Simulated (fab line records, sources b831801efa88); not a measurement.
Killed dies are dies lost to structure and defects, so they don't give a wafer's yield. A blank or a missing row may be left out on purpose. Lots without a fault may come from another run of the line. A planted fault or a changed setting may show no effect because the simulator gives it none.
Problem report in the 8D (eight disciplines) form, filled by code | flow gf180mcu | the parts of the form that need people (team, actions taken, sign-off) are left out

1. THE PROBLEM
beam_energy_keV at GF_MVPSD_IMPLANT_09 reads a mean of 37.876 on 6 wafers of 2 lots; wafers without a fault read 40.000 with a standard deviation of 0.013. That is -99 or more standard deviations from the usual mean.
First seen on wafer L314.1, day 10 00:31, on implanter-01. The record holds 18 wafers of 6 lots with a number at this step. Rule for "out", or "out of limits": more than 4 standard deviations from the usual mean. The other wafers with a number count as sound.

2. WHAT IT IS AND WHAT IT IS NOT
question                    | is                     | is not
which readings at this step | beam_energy_keV        | -
which lots                  | L314, L316             | L297, L303, L308, L318
which wafers of those lots  | all that have a number | -
read on which tools         | implanter-01           | implanter-02, implanter-03
when                        | from day 10 00:31      | up to then (9 sound wafers); but 3 sound wafers of L318 came after

3. SUSPECTS, AND WHAT RULES EACH OUT
Counting: a tool at a process step up to the reading stays a suspect if it ran every lot that is out and no sound lot after the first of them.
- plasma_asher-02 at GF_MVSD_STRIP_10 (strips in O2/N2): kept. It ran every lot that is out, first L314 (day 9 06:40), and no sound lot after that.
- implanter-01 at GF_MVPSD_IMPLANT_09: kept. It ran every lot that is out, first L314 (day 10 00:31), and no sound lot after that; its last sound lot up to then is L303 (day 7 04:53). Its own readings are out on those wafers: beam_energy_keV.
Left after counting: plasma_asher-02 at GF_MVSD_STRIP_10, implanter-01 at GF_MVPSD_IMPLANT_09.

4. THE CAUSE (what the simulator had put in)
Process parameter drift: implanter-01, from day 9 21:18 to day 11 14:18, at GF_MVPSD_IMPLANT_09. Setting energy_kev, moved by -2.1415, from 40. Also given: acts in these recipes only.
Counting left 2 suspects, and this tool is among them.

5. THE CHAIN OF EFFECTS, in route order
Each row: a reading whose mean over the struck wafers that have a number lies more than 3 standard deviations from the usual. Only readings for which the record gives a usual standard deviation are gone through. hours: the time from each lot's start at the first step in this table that gives one to its start at this step, as a median over the lots. sigmas: the change in usual standard deviations.
hours | step                | reading         | usual  | on struck wafers | change | sigmas
0     | GF_MVPSD_IMPLANT_09 | beam_energy_keV | 40.000 | 37.876           | -2.124 | -99 or more
The process steps in it:
- GF_MVPSD_IMPLANT_09

6. WHAT WOULD HAVE CAUGHT IT SOONER
In this record the first reading out of limits was taken at day 10 00:31, 3 hours after the fault began at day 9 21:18.
